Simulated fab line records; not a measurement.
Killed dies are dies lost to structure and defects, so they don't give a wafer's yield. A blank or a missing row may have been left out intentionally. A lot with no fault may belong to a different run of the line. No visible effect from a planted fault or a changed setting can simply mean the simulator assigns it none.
fab line records ; flow gf180mcu ; part 2 of 2: steps 27 to 37 of 37
[record] lots = 5; wafers = 15; last-day = 33
route steps=602 shown V5@557 TOP_METAL@567 PASSIVATION@587
lots untouched by any fault: they come from a run of this same line in which no faults occurred
start-h: hours from the record's first day to the start of the lot's first wafer shown ; wait-h: hours from the lot's prior step to this one ; " repeats the value in the row above ; L1.1+2: a row that stands for several wafers ; - either no value or no given start ; * or withheld: withheld ; < > ~ a bound
route shown NAME@n: a module of which the file shows steps, and the number in the route of the first ; usual: the fault-free wafers' mean and standard deviation ; same: alike in all rows ; chamber/n: place in a boat ; sites: per-site readings ; _std_site: the values' standard deviation ; _edge_site: outer sites' mean less inner sites' ; radius-mm: for every site, how far away it sits from the centre of the wafer ; mask NAME#n: copy n ; behind: the last tool/chamber to shape the wafer ; hold: what put the lot on hold/how long, in hours/how the hold closed ; device: the n, p or np transistor that did not switch ; end of line: tests run on the same wafers once the route is complete ; a step with no rows: only its recipe ; killed: not the wafer's yield, but the dies lost to structure and defects at the first sort ; map: shows each die of a wafer: x if killed, . if not, _ if none is there
set.NAME: the run value of the setting; set.NAME@STEP: its run value at that earlier step ; model.NAME: the simulator's own value behind a step, which no gauge read
lots at selected steps of the route; one table per step, one row per wafer
services: the hour from which a tool's chamber was out of use, counted from the record's first day as start-h (under 0 if before that day), plus the number of hours and why
[[steps]]
[step GF_TOP_METAL_METAL_ETCH_16]
[recipe] chemistry = Cl2/BCl3; mask-material = NOVOLAK; target-depth-nm = 1077.5; stop-on = SiO2; pressure-mtorr = 8; icp-w = 800; bias-w = 140; Cl2_flow_sccm = 80; bcl3-flow-sccm = 40; time-s = 179.6
[usual] drypump-motor-current-A = 5.6/0.51; he-backside-leak-sccm = 3.3/0.44; oes-product-au = 0.964/0.0066; rf-fwd-power-W = 796.7/2.3; throttle-valve-pct = 28.258/0.01
lot.wafer;tool;chamber;start-h;wait-h;drypump-motor-current-A;he-backside-leak-sccm;oes-product-au;rf-fwd-power-W;rf-hours-counter-h;throttle-valve-pct
L074.1;rie-metal-02;1;647.75;0.0;5.6;3.4;0.965;798.6;1.5;28.257
L074.4;rie-metal-02;1;647.75;0.0;5.6;3.4;0.965;796.4;-;28.241
L074.6;rie-metal-02;1;647.75;0.0;5.6;3.3;0.969;799.1;-;28.251
L075.1;rie-metal-02;0;658.37;0.0;5.5;3.5;0.962;798.5;5.2;28.269
L075.2;rie-metal-02;1;658.37;0.0;5.6;3.4;0.962;796.9;2.0;28.246
L075.5;rie-metal-02;1;658.37;0.0;5.6;3.4;0.957;796.8;-;28.272
L082.1;rie-metal-04;1;703.16;0.0;4.7;3.4;0.966;798.3;7.8;28.270
L082.3;rie-metal-04;0;703.16;0.0;6.5;3.2;0.960;796.1;-;28.266
L082.6;rie-metal-04;1;703.16;0.0;4.7;3.4;0.952;799.0;-;28.259
L090.3;rie-metal-04;0;764.58;0.1;6.5;3.7;0.961;795.9;-;28.251
L090.4;rie-metal-04;1;764.58;0.1;4.7;3.3;0.982;793.2;-;28.248
L090.6;rie-metal-04;0;764.58;0.1;6.4;3.7;0.962;800.0;-;28.238
L093.1;rie-metal-01;1;779.67;0.0;5.9;3.0;0.971;799.0;10.1;28.246
L093.2;rie-metal-01;0;779.67;0.0;5.5;3.0;0.974;793.3;6.3;28.255
L093.5;rie-metal-01;0;779.67;0.0;5.5;3.1;0.966;794.9;-;28.254
[step GF_TOP_METAL_STRIP_17]
[recipe] chemistry = O2/N2; power-w = 1400; pressure-mtorr = 1500; platen-temp-c = 250; o2-flow-sccm = 3000; n2-flow-sccm = 300; overash-fraction = 0.5
[usual] drypump-motor-current-A = 5.7/0.62; heater-power-w = 340/30; oes-product-au = 0.710/0.0043; strip-time-to-endpoint-s = 13.44/0.11
lot.wafer;tool;chamber;start-h;wait-h;drypump-motor-current-A;heater-power-w;oes-product-au;rf-hours-counter-h;strip-time-to-endpoint-s
L074.1;plasma-asher-02;0;647.92;0.1;5.9;343;0.709;95;13.52
L074.4;plasma-asher-02;0;647.92;0.1;5.9;344;0.712;-;13.43
L074.6;plasma-asher-02;0;647.92;0.1;6.0;339;0.707;-;13.47
L075.1;plasma-asher-02;0;658.55;0.1;6.0;333;0.705;96;13.57
L075.2;plasma-asher-02;1;658.55;0.1;5.2;332;0.708;96;13.53
L075.5;plasma-asher-02;1;658.55;0.1;5.2;324;0.715;-;13.40
L082.1;plasma-asher-03;1;703.34;0.1;4.8;287;0.702;64;13.42
L082.3;plasma-asher-03;0;703.34;0.1;6.1;364;0.709;-;13.37
L082.6;plasma-asher-03;0;703.34;0.1;6.1;371;0.706;-;13.42
L090.3;plasma-asher-01;1;764.73;0.1;6.6;370;0.712;-;13.27
L090.4;plasma-asher-01;0;764.73;0.1;5.3;327;0.709;-;13.43
L090.6;plasma-asher-01;0;764.73;0.1;5.3;329;0.708;-;13.31
L093.1;plasma-asher-02;1;779.85;0.1;5.2;305;0.717;3;13.37
L093.2;plasma-asher-02;0;779.85;0.1;6.0;332;0.714;3;13.38
L093.5;plasma-asher-02;1;779.85;0.1;5.2;310;0.712;-;13.43
[step GF_TOP_METAL_STRIP_18]
[recipe] chemistry = post-etch-residue-remover; time-s = 1200; temp-c = 72.5
lot.wafer;tool;chamber;start-h;wait-h
L074.1+4+6;wet-bench-01;2;648.02;0.1
L075.1+2+5;wet-bench-01;2;658.65;0.1
L082.1+3+6;wet-bench-02;3;703.60;0.2
L090.3+4+6;wet-bench-03;1;764.80;0.0
L093.1+2+5;wet-bench-02;3;779.95;0.1
[step GF_TOP_METAL_CLEAN_19]
[recipe] chemistry = DIW; dry = n2-spin
lot.wafer;tool;chamber;start-h;wait-h
L074.1+4+6;wet-bench-02;1;648.39;0.0
L075.1+2+5;wet-bench-01;3;659.33;0.0
L082.1+3+6;wet-bench-03;3;703.94;0.0
L090.3+4+6;wet-bench-03;1;765.14;0.0
L093.1+2+5;wet-bench-01;1;780.29;0.0
[step GF_PASSIVATION_CVD_00]
[recipe] material = SiO2; target-thk-nm = 1000; precursor = TEOS; temp-c = 400; time-s = 111.95; rf-w = 600
[usual] heater-power-w = 690/120; rf-fwd-power-W = 596.4/1.9
lot.wafer;tool;chamber;start-h;wait-h;heater-power-w;rf-fwd-power-W
L074.1;pecvd-04;2;648.49;0.0;798;594.0
L074.4;pecvd-04;0;648.49;0.0;656;596.3
L074.6;pecvd-04;2;648.49;0.0;867;595.7
L075.1;pecvd-03;2;659.51;0.0;602;598.7
L075.2;pecvd-03;0;659.51;0.0;782;595.0
L075.5;pecvd-03;0;659.51;0.0;857;596.7
L082.1;pecvd-03;2;704.03;0.0;621;594.5
L082.3;pecvd-03;1;704.03;0.0;772;594.4
L082.6;pecvd-03;1;704.03;0.0;600;596.5
L090.3;pecvd-01;2;765.23;0.0;699;597.6
L090.4;pecvd-01;0;765.23;0.0;568;599.3
L090.6;pecvd-01;1;765.23;0.0;598;592.6
L093.1;pecvd-03;0;780.38;0.0;852;596.8
L093.2;pecvd-03;1;780.38;0.0;675;595.2
L093.5;pecvd-03;0;780.38;0.0;907;598.6
[step GF_PASSIVATION_THK_MEAS_01]
[recipe] reads = SiO2_of_PASSIVATION_CVD_00
[usual] PASSIVATION_CVD_00_THK = 1003/13
lot.wafer;tool;chamber;start-h;wait-h;PASSIVATION_CVD_00_THK[nm]
L074.1;film-metro-04;-;648.57;0.0;993
L074.4;film-metro-04;-;648.57;0.0;1007
L074.6;film-metro-04;-;648.57;0.0;999
L075.1;film-metro-01;-;659.59;0.0;995
L075.2;film-metro-01;-;659.59;0.0;996
L075.5;film-metro-01;-;659.59;0.0;1001
L082.1;film-metro-01;-;704.11;0.0;1008
L082.3;film-metro-01;-;704.11;0.0;1029
L082.6;film-metro-01;-;704.11;0.0;1038
L090.3;film-metro-04;-;765.33;0.1;998
L090.4;film-metro-04;-;765.33;0.1;1016
L090.6;film-metro-04;-;765.33;0.1;1003
L093.1;film-metro-04;-;780.46;0.0;1001
L093.2;film-metro-04;-;780.46;0.0;1017
L093.5;film-metro-04;-;780.46;0.0;1026
[step GF_PASSIVATION_CVD_02]
[recipe] material = Si3N4; target-thk-nm = 700; time-s = 486.18; temp-c = 400; rf-w = 450
[usual] heater-power-w = 740/120; rf-fwd-power-W = 449.4/1.3
lot.wafer;tool;chamber;start-h;wait-h;heater-power-w;rf-fwd-power-W
L074.1;pecvd-03;1;648.63;0.1;802;448.9
L074.4;pecvd-03;0;648.63;0.1;889;448.7
L074.6;pecvd-03;1;648.63;0.1;728;450.0
L075.1;pecvd-01;0;659.65;0.1;641;447.7
L075.2;pecvd-01;2;659.65;0.1;708;449.4
L075.5;pecvd-01;0;659.65;0.1;517;450.4
L082.1;pecvd-04;1;704.17;0.1;593;449.8
L082.3;pecvd-04;2;704.17;0.1;898;450.3
L082.6;pecvd-04;0;704.17;0.1;742;447.5
L090.3;pecvd-03;2;765.37;0.0;704;448.4
L090.4;pecvd-03;1;765.37;0.0;662;450.1
L090.6;pecvd-03;0;765.37;0.0;866;449.9
L093.1;pecvd-04;1;780.52;0.1;562;446.8
L093.2;pecvd-04;0;780.52;0.1;702;450.2
L093.5;pecvd-04;2;780.52;0.1;967;447.8
[step GF_PASSIVATION_THK_MEAS_03]
[recipe] reads = Si3N4_of_PASSIVATION_CVD_02
[usual] PASSIVATION_CVD_02_THK = 701/8.8
lot.wafer;tool;chamber;start-h;wait-h;PASSIVATION_CVD_02_THK[nm]
L074.1;film-metro-01;-;649.06;0.3;699
L074.4;film-metro-01;-;649.06;0.3;702
L074.6;film-metro-01;-;649.06;0.3;714
L075.1;film-metro-01;-;659.98;0.2;696
L075.2;film-metro-01;-;659.98;0.2;706
L075.5;film-metro-01;-;659.98;0.2;702
L082.1;film-metro-01;-;704.48;0.2;699
L082.3;film-metro-01;-;704.48;0.2;677
L082.6;film-metro-01;-;704.48;0.2;704
L090.3;film-metro-01;-;765.71;0.2;692
L090.4;film-metro-01;-;765.71;0.2;715
L090.6;film-metro-01;-;765.71;0.2;707
L093.1;film-metro-01;-;780.80;0.1;686
L093.2;film-metro-01;-;780.80;0.1;682
L093.5;film-metro-01;-;780.80;0.1;693
[step GF_PASSIVATION_DEHYDRATE_04]
[recipe] temp-c = 200; time-s = 60
lot.wafer;tool;chamber;start-h;wait-h
L074.1+4+6;litho-track-04;0;658.57;9.5
L075.1+2+5;litho-track-03;0;668.69;8.7
L082.1+3+6;litho-track-02;0;712.68;8.2
L090.3+4+6;litho-track-02;0;773.03;7.3
L093.1+2+5;litho-track-04;0;787.82;7.0
[step GF_PASSIVATION_HMDS_05]
[recipe] prime-time-s = 60; prime-temp-c = 120
[usual] prime-temp-c = 119.99/0.13
lot.wafer;tool;chamber;start-h;wait-h;prime-temp-c
L074.1;litho-track-04;0;658.72;0.1;120.09
L074.4;litho-track-04;0;658.72;0.1;119.88
L074.6;litho-track-04;0;658.72;0.1;120.32
L075.1;litho-track-03;0;668.84;0.1;119.87
L075.2;litho-track-03;0;668.84;0.1;120.00
L075.5;litho-track-03;0;668.84;0.1;119.95
L082.1;litho-track-02;0;712.83;0.1;120.13
L082.3;litho-track-02;0;712.83;0.1;119.82
L082.6;litho-track-02;0;712.83;0.1;120.14
L090.3;litho-track-02;0;773.18;0.1;119.98
L090.4;litho-track-02;0;773.18;0.1;119.95
L090.6;litho-track-02;0;773.18;0.1;120.08
L093.1;litho-track-04;0;787.97;0.1;119.85
L093.2;litho-track-04;0;787.97;0.1;119.91
L093.5;litho-track-04;0;787.97;0.1;119.91
[step GF_PASSIVATION_COAT_06]
[recipe] spin-rpm = 2000; resist-thk-nm = 4000
lot.wafer;tool;chamber;start-h;wait-h
L074.1+4+6;litho-track-04;0;658.87;0.1
L075.1+2+5;litho-track-03;0;668.99;0.1
L082.1+3+6;litho-track-02;0;712.98;0.1
L090.3+4+6;litho-track-02;0;773.33;0.1
L093.1+2+5;litho-track-04;0;788.12;0.1
[[services]]
tool;chamber;start-h;hours;kind
iline-stepper-02;-;605.61;5.4;repair
cmp-02;-;608.44;3.8;repair
pecvd-03;-;609.42;1.0;repair
pvd-sputter-03;-;615.18;11.3;repair
pvd-sputter-01;-;618.44;1.8;repair
rie-diel-02;1;632.59;5.8;repair
pecvd-04;-;644.68;1.0;repair
pecvd-03;2;647.85;10.3;repair
pecvd-03;-;649.98;1.2;repair
plasma-asher-02;-;667.30;1.7;repair
pvd-sputter-01;-;679.69;27.1;repair
pvd-sputter-03;-;701.03;3.0;repair
cmp-02;-;710.72;5.5;pm
pvd-sputter-03;-;713.04;0.5;repair
iline-stepper-02;-;725.95;1.7;pm
plasma-asher-02;-;733.75;9.0;pm
cmp-02;-;733.97;0.3;repair
rie-diel-02;3;737.63;5.2;repair
cmp-02;-;741.24;6.7;pm
cmp-02;-;747.89;4.0;pm
plasma-asher-02;-;754.44;6.4;repair
pvd-sputter-01;-;763.88;2.4;repair
pecvd-03;2;773.66;5.1;repair
iline-stepper-02;-;775.61;4.4;pm
